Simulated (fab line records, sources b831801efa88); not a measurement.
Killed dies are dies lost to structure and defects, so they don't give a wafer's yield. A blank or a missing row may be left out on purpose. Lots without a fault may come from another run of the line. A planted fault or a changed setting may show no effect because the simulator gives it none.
fab line records | flow sfq_line
record lots=7 wafers=18 last_day=80
route steps=325 shown M2@92 I2@103
lots that met no fault: from a run of the same line without faults
start_h: hours from the record's first day to the start of the lot's first wafer shown | wait_h: hours since the lot's step before | " the same as in the row above | L1.1+2: a row that stands for several wafers | - no value, or no start given | * or withheld: withheld | < > ~ a bound
route shown NAME@n: a module of which the file shows steps, and the number in the route of the first | usual: mean/standard deviation of fault-free wafers | same: alike in all rows | chamber/n: place in a boat | sites: the reading at each site | _std_site: their standard deviation | _edge_site: outer sites' mean less inner sites' | radius_mm: how far each site lies from the wafer's centre | mask NAME#n: copy n | behind: the tool/chamber that last shaped the wafer | hold: why the lot was held/for how many hours/how that ended | device: the transistor (n, p or np) that didn't switch | end of line: the same wafers' tests at the end of the route | a step without rows: its recipe alone | killed: dies lost to structure and defects at the first sort, not the wafer's yield | map: a wafer's dies, x killed, . not, _ none there
set.NAME: the setting as run; set.NAME@STEP: as run at that earlier step | model.NAME: the simulator's own value behind a step, which no gauge read
lots at some steps of the route; a table a step, a row a wafer
services: from which hour (start_h, from the record's first day; less than 0 if before it) a tool's chamber was out of use, for how many hours, and why
## steps
# step SFQ_TRILAYER_M2_LITHO_COAT_062
# recipe resist=BARC spin_rpm=3000 resist_thk_nm=62
# step SFQ_TRILAYER_M2_LITHO_COAT_057
# recipe resist=KrF spin_rpm=3000 resist_thk_nm=600
# step SFQ_TRILAYER_M2_LITHO_SOFTBAKE_061
# recipe temp_c=withheld time_s=withheld resist=KrF
# step SFQ_TRILAYER_M2_LITHO_EXPOSE_058
# recipe mask_id=M2 na=0.6 source_shape=conventional sigma_outer=0.65 target_cd_nm=500 dose_mj=14.4
# step SFQ_TRILAYER_M2_LITHO_PEB_060
# recipe peb_temp_c=115 peb_time_s=60 resist=KrF
# step SFQ_TRILAYER_M2_LITHO_DEVELOP_059
# recipe time_s=60 resist=KrF
# step SFQ_M2_OVL_MEAS_916
# usual M2_OVL=-1/4.9
# columns lot.wafer tool chamber start_h wait_h M2_OVL[nm]
L743.1 overlay-01 - 714.22 0.1 -4
L743.2 " - " " 7
L745.3 overlay-02 - 721.43 0.1 -2
L745.5 " - " " 3
L747.2 overlay-02 - 728.63 0.1 5
L747.5 " - " " 3
L750.2 overlay-01 - 738.07 0.1 -2
L750.5 " - " " 5
L750.6 " - " " -4
L752.1 overlay-01 - 744.34 0.1 1
L752.2 " - " " -6
L752.5 " - " " 4
L753.1 overlay-02 - 745.54 0.1 -2
L753.3 " - " " -1
L753.4 " - " " 0
L758.4 overlay-02 - 752.76 0.1 -6
L758.5 " - " " -10
L758.6 " - " " -8
# step SFQ_TRILAYER_M2_BARC_OPEN_METAL_ETCH_077
# recipe mask_material=PR chemistry=O2 target_depth_nm=125 target=BARC icp_w=600 bias_w=80 pressure_mtorr=10 time_s=41.7
# usual drypump_motor_current_A=5.92/0.3 oes_product_au=0.684/0.0046
# same time_s=41.7
# columns lot.wafer tool chamber start_h wait_h drypump_motor_current_A oes_product_au rf_hours_counter_h
L743.1 rie_metal-01 1 714.26 0.0 5.75 0.682 159
L743.2 " 0 " " 5.78 0.695 123
L745.3 rie_metal-01 0 721.48 0.0 5.81 0.686 -
L745.5 " 1 " " 5.72 0.685 -
L747.2 rie_metal-04 0 728.66 0.0 6.32 0.685 16
L747.5 " 0 " " 6.31 0.686 -
L750.2 rie_metal-04 0 738.10 0.0 6.33 0.678 17
L750.5 " 1 " " 5.71 0.686 -
L750.6 " 0 " " 6.35 0.685 -
L752.1 rie_metal-01 1 744.38 0.0 5.71 0.687 164
L752.2 " 0 " " 5.77 0.684 128
L752.5 " 0 " " 5.78 0.684 -
L753.1 rie_metal-04 1 745.58 0.0 5.72 0.680 117
L753.3 " 1 " " 5.69 0.686 -
L753.4 " 0 " " 6.34 0.694 -
L758.4 rie_metal-04 1 752.80 0.0 5.72 0.687 -
L758.5 " 0 " " 6.32 0.684 -
L758.6 " 1 " " 5.71 0.685 -
# step SFQ_TRILAYER_M2_ETCH_METAL_ETCH_060
# recipe target=Nb stop_on=SiO2 mask_material=PR chemistry=Cl2/Ar target_depth_nm=240 icp_w=600 bias_w=80 pressure_mtorr=10 time_s=120
# usual drypump_motor_current_A=5.92/0.29 oes_product_au=0.888/0.0069
# same time_s=120
# columns lot.wafer tool chamber start_h wait_h drypump_motor_current_A oes_product_au rf_hours_counter_h
L743.1 rie_metal-01 1 714.32 0.0 5.69 0.872 159
L743.2 " 0 " " 5.79 0.879 123
L745.3 rie_metal-01 0 721.56 0.1 5.85 0.891 -
L745.5 " 1 " " 5.72 0.898 -
L747.2 rie_metal-04 0 728.72 0.0 6.33 0.880 16
L747.5 " 0 " " 6.34 0.883 -
L750.2 rie_metal-04 0 738.16 0.0 6.34 0.879 17
L750.5 " 1 " " 5.69 0.877 -
L750.6 " 0 " " 6.33 0.889 -
L752.1 rie_metal-01 1 744.44 0.0 5.74 0.896 164
L752.2 " 0 " " 5.81 0.889 128
L752.5 " 0 " " 5.75 0.884 -
L753.1 rie_metal-04 1 745.64 0.0 5.73 0.884 117
L753.3 " 1 " " 5.75 0.896 -
L753.4 " 0 " " 6.33 0.898 -
L758.4 rie_metal-04 1 752.88 0.1 5.73 0.887 -
L758.5 " 0 " " 6.32 0.892 -
L758.6 " 1 " " 5.71 0.876 -
# step SFQ_TRILAYER_M2_STRIP_STRIP_061
# recipe gas=O2 power_w=200 platen_temp_c=40 overash_fraction=0.65 chemistry=O2 pressure_mtorr=50
# usual drypump_motor_current_A=5.92/0.3 oes_product_au=1.004/0.011
# columns lot.wafer tool chamber start_h wait_h drypump_motor_current_A oes_product_au rf_hours_counter_h
L743.1 rie_metal-01 1 714.44 0.1 5.70 1.002 159
L743.2 " 0 " " 5.78 0.990 123
L745.3 rie_metal-01 0 721.84 0.2 5.79 0.992 -
L745.5 " 1 " " 5.74 1.002 -
L747.2 rie_metal-04 0 728.84 0.1 6.33 1.022 16
L747.5 " 0 " " 6.33 1.011 -
L750.2 rie_metal-04 0 738.28 0.1 6.33 1.015 18
L750.5 " 1 " " 5.69 1.013 -
L750.6 " 0 " " 6.33 1.003 -
L752.1 rie_metal-01 1 744.57 0.1 5.74 1.001 165
L752.2 " 0 " " 5.77 0.993 128
L752.5 " 0 " " 5.75 0.988 -
L753.1 rie_metal-04 1 745.77 0.1 5.72 1.019 117
L753.3 " 1 " " 5.71 1.016 -
L753.4 " 0 " " 6.32 1.006 -
L758.4 rie_metal-04 1 753.17 0.2 5.70 1.015 -
L758.5 " 0 " " 6.33 1.013 -
L758.6 " 1 " " 5.67 1.013 -
# step SFQ_TRILAYER_M2_STRIP_SOLV_CLEAN_062
# recipe chemistry=NMP temp_c=70 time_s=600
# step SFQ_TRILAYER_I2_DEP_PECVD_063
# recipe material=SiO2 temp_c=150 time_s=111.11 pressure_torr=2.4 rf_w=183.3 precursor=SiH4/N2O target_thk_nm=500
# usual heater_power_w=81/8.8 run_length_s=139.0/0.6 throttle_valve_pct=24.7/1.9
# columns lot.wafer tool chamber start_h wait_h heater_power_w run_length_s throttle_valve_pct model.SiO2_of_TRILAYER_I2_DEP_PECVD_063.thk_nm
L743.1 pecvd-02 0 715.22 0.0 83 124.7 26.3 443.3
L743.2 " 2 " " 72 138.9 25.0 508.1
L745.3 pecvd-02 2 722.42 0.0 65 138.2 25.1 488.9
L745.5 " 2 " " 69 124.1 25.2 439.3
L747.2 pecvd-02 0 729.62 0.0 88 139.2 26.4 501
L747.5 " 2 " " 68 124.5 24.9 434.1
L750.2 pecvd-03 0 739.06 0.0 90 138.7 23.3 499.5
L750.5 " 2 " " 88 139.2 22.6 506.4
L750.6 " 0 " " 93 138.4 23.6 507.9
L752.1 pecvd-04 0 745.34 0.0 87 138.2 23.4 491.8
L752.2 " 1 " " 75 138.9 25.1 502.3
L752.5 " 1 " " 75 138.6 25.2 513.4
L753.1 pecvd-03 2 746.54 0.0 91 139.7 22.6 491.6
L753.3 " 1 " " 85 139.7 22.2 500.2
L753.4 " 2 " " 77 139.2 22.9 502.8
L758.4 pecvd-04 0 753.78 0.0 95 138.2 23.2 497.7
L758.5 " 2 " " 76 138.4 23.7 498.4
L758.6 " 1 " " 70 138.4 25.2 509.5
# step SFQ_TRILAYER_I2_CMP_CMP_064
# recipe material=SiO2 down_force_psi=3 platen_rpm=60 pad_velocity_m_s=0.94248
# usual motor_current_A=10.2/0.85 slurry_flow_ml_min=150.0/0.45 time_to_endpoint_s=216/7
# columns lot.wafer tool chamber start_h wait_h motor_current_A slurry_flow_ml_min time_to_endpoint_s
L743.2 cmp-01 3 716.99 1.7 10.8 149.7 212
L743.1 " 1 717.99 2.7 11.5 149.8 170
L745.3 cmp-02 2 724.09 1.6 10.1 150.1 216
L745.5 " 0 725.09 2.6 10.6 149.8 175
L747.2 cmp-02 0 732.99 3.3 10.8 149.2 213
L747.5 " 1 " " 8.9 149.4 173
L750.2 cmp-02 1 740.49 1.4 9.1 150.3 214
L750.5 " 1 742.49 3.4 8.8 150.5 223
L750.6 " 2 " " 10.1 149.4 224
L752.1 cmp-01 3 745.42 0.0 11.2 149.4 208
L752.2 " 2 746.92 1.5 10.1 149.0 206
L752.5 " 3 " " 11.0 149.9 220
L753.1 cmp-02 1 747.22 0.6 8.9 150.0 213
L753.4 " 2 " " 9.7 150.1 216
L753.3 " 3 " " 10.2 150.3 214
L758.4 cmp-02 3 759.67 5.8 10.4 149.2 202
L758.5 " 2 761.17 7.3 9.4 149.3 211
L758.6 " 3 " " 9.7 149.7 216
# step SFQ_I2_BOW_MEAS_917
# recipe mode=bow
# usual I2_BOW=2/9.2
# columns lot.wafer tool chamber start_h wait_h I2_BOW[um]
L743.1 film_metro-02 - 719.49 1.0 -2
L743.2 " - " " -6
L745.3 film_metro-02 - 726.13 1.5 -15
L745.5 " - " " 6
L747.2 film_metro-03 - 734.51 1.0 10
L747.5 " - " " 21
L750.2 film_metro-01 - 743.51 2.5 3
L750.5 " - " " 9
L750.6 " - " " 9
L752.1 film_metro-01 - 748.42 2.5 -16
L752.2 " - " " -7
L752.5 " - " " 2
L753.1 film_metro-02 - 750.22 2.5 18
L753.3 " - " " 13
L753.4 " - " " 11
L758.4 film_metro-02 - 762.23 2.1 -1
L758.5 " - " " 3
L758.6 " - " " -3
## services
# columns tool chamber start_h hours kind
pecvd-03 - 694.15 1.4 repair
pecvd-04 - 724.41 0.4 repair
pecvd-02 1 728.69 7.8 repair
pecvd-02 - 750.16 0.5 repair
cmp-01 - 751.42 4.0 pm
cmp-01 - 755.42 - consumable_replace:conditioner
cmp-01 - 755.42 - consumable_replace:pad
## key
first_sign step=SFQ_TRILAYER_I2_DEP_PECVD_063 reading=run_length_s direction=down sigmas=24 usual=* struck=*
effect step=SFQ_TRILAYER_I2_CMP_CMP_064 reading=time_to_endpoint_s direction=down sigmas=6.2 usual=* struck=*
model_effect step=SFQ_TRILAYER_I2_DEP_PECVD_063 value=SiO2_of_TRILAYER_I2_DEP_PECVD_063.thk_nm without=503.3 struck=438.9
met_at SFQ_TRILAYER_I2_DEP_PECVD_063
struck_wafers L743.1,L745.5,L747.5
fault kind=process_parameter_drift tool=pecvd-02 chamber=- onset_h=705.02 steps=SFQ_TRILAYER_I2_DEP_PECVD_063 channel=time_s offset=* shape=step end_h=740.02 scope=struck_wafers_only acts_in=* stated=*
